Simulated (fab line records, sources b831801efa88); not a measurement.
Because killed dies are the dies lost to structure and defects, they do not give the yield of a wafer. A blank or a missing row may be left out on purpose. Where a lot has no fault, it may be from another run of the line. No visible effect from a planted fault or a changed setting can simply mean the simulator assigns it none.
Problem report, 8D (eight disciplines) form, completed by code    flow sky130    the parts of the form that need people (team, actions taken, sign-off) are left out

1. PROBLEM STATEMENT
Wafers without a fault read 20.98 C, standard deviation 0.11; developer_temp_C at SKY_CONTACT_DEVELOP_13 reads a mean of 23.00 C on 6 wafers belonging to 2 lots. That is +18 standard deviations from the usual mean.
The step: develop time 60 s.
The first sign was on wafer L127.1 at day 36 19:00, on litho_track-01. At this step, 42 wafers from 14 lots have a number in the record. Rule for "out" (also "out of limits"): further than 4 standard deviations from the usual mean. The other wafers with a number count as sound.

2. WHAT THIS IS AND IS NOT
question                     is                      is not
which readings at this step  developer_temp_C        -
which lots                   L127, L129              L110, L111, L112, L113, L114, L115, L116, L117, L118, L119, L124, L125
which wafers of those lots   all that have a number  -
read on which tools          litho_track-01          litho_track-02, litho_track-04
when                         from day 36 19:00       up to then (36 sound wafers)

3. WHAT RULES OUT EACH SUSPECT
Counting: any tool at a process step up to the reading is kept as a suspect provided that every lot that is out went through it and no sound lot did after the first of them.
- litho_track-01 at SKY_CONTACT_DEVELOP_13 (develop time 60 s): kept. It ran every lot that is out, first L127 (day 36 19:00), and no sound lot after that; its last sound lot up to then is L125 (day 36 05:00). Its own readings are out on those wafers: developer_temp_C.
The count leaves litho_track-01 at SKY_CONTACT_DEVELOP_13.

4. THE CAUSE (what the simulator had put in)
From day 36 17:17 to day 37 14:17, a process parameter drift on litho_track-01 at SKY_CONTACT_DEVELOP_13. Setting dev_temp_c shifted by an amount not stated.
The count eliminated every tool but this one.

5. THE EFFECT CHAIN, in route order
Each row: a reading whose mean over the struck wafers that have a number lies more than 3 standard deviations from the usual. Readings are gone through only where the record gives a usual standard deviation; hours: the median, over the lots, of the time from a lot's start at the first step in this table giving one to that lot's start at this step; sigmas: the change measured in usual standard deviations.
hours  step                    reading           usual    on struck wafers  change  sigmas
0      SKY_CONTACT_DEVELOP_13  developer_temp_C  20.98 C  23.00             +2.02   +18
The process steps in it:
- SKY_CONTACT_DEVELOP_13: develop time 60 s.
Later measuring or inspecting steps at which every struck wafer that the step has a row for has a number for every such reading, and none has moved that far: SKY_CONTACT_OVL_MEAS_15.

6. WHAT WOULD HAVE CAUGHT IT SOONER
2 hours passed between the start of the fault at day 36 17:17 and the first reading out of limits in this record, taken at day 36 19:00.
